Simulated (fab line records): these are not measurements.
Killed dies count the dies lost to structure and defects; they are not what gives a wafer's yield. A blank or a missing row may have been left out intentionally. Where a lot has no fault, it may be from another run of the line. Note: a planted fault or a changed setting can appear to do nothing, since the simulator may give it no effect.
One fault through the eyes of 2 desks + flow sky130 + only its own numbers are on each desk; what lay behind them is given at the end

THE TOOL OWNER'S DESK: implanter-03
SKY_VT_ADJUST_LVTN_IMPLANT_08, tool's own readings: per-lot mean of the sampled wafers with a number, covering each lot this tool ran. Marked OUT: a lot whose mean sits more than 4 standard deviations from the usual mean, which makes it out of limits; the brackets give that distance.
Columns: A = dose-ions-cm2 at SKY_VT_ADJUST_LVTN_IMPLANT_08, usual 1.57e+12; B = faraday-current-uA at SKY_VT_ADJUST_LVTN_IMPLANT_08, usual 8.84
| lot  | first seen here | A                          | B               |
|------|-----------------|----------------------------|-----------------|
| L623 | day 6 19:50     | 1.57e+12                   | 8.88            |
| L629 | day 8 13:33     | 1.57e+12                   | 8.76            |
| L634 | day 10 01:35    | 1.99e+12 (+99 or more) OUT | 11.20 (+13) OUT |
| L636 | day 10 17:11    | 1.99e+12 (+99 or more) OUT | 11.14 (+13) OUT |
Finding of this desk: L634, L636 out of limits; the first was L634 at day 10 01:35, on dose-ions-cm2 at SKY_VT_ADJUST_LVTN_IMPLANT_08. In limits: L623, L629.

FROM THE METROLOGY DESK
What the gauges read for every lot (on any tool): the sampled wafers with a number, averaged. Marked OUT: a lot whose mean sits more than 4 standard deviations from the usual mean, which makes it out of limits; the brackets give that distance.
Columns: A = cd-nm at SKY_VT_ADJUST_HVTP_CD_MEAS_07, usual 380.8 nm; B = VT_ADJUST_LVTN_TW at SKY_VT_ADJUST_LVTN_TW_MEAS_10, usual 241.2
| lot  | first seen here | A     | B               |
|------|-----------------|-------|-----------------|
| L623 | day 6 00:33     | 381.0 | 239.7           |
| L624 | day 6 07:08     | 384.8 | 240.9           |
| L626 | day 6 19:06     | 384.3 | 240.7           |
| L627 | day 7 04:28     | 381.6 | 240.8           |
| L628 | day 7 08:56     | 381.1 | 241.9           |
| L629 | day 7 16:36     | 381.5 | 241.1           |
| L633 | day 8 15:01     | 378.0 | 241.8           |
| L634 | day 9 03:33     | 380.6 | 260.5 (+18) OUT |
| L635 | day 9 09:33     | 381.8 | 240.4           |
| L636 | day 9 18:49     | 377.4 | 259.6 (+17) OUT |
| L643 | day 11 11:46    | 381.0 | 241.6           |
| L646 | day 12 01:42    | 380.9 | 242.6           |
Per this desk, out of limits: L634, L636; the first was L634, day 10 01:50 (VT_ADJUST_LVTN_TW at SKY_VT_ADJUST_LVTN_TW_MEAS_10). In limits: L623, L624, L626, L627, L628, L629, L633, L635, L643, L646.

TAKEN TOGETHER
The tool owner's desk could have raised an alarm at day 10 01:35, on L634, L636.
Metrology desk: alarm possible at day 10 01:50 on L634, L636.
Every lot named ran SKY_VT_ADJUST_LVTN_IMPLANT_08 on implanter-03.

WHAT THE SIMULATOR HAD PUT IN
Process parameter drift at SKY_VT_ADJUST_LVTN_IMPLANT_08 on implanter-03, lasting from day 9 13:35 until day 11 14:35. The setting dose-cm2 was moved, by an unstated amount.
Shown lots that were struck: L634, L636.
Counting hours from when the fault started, the first reading out of limits came at 12 for the tool owner's desk and at 12 for the metrology desk.
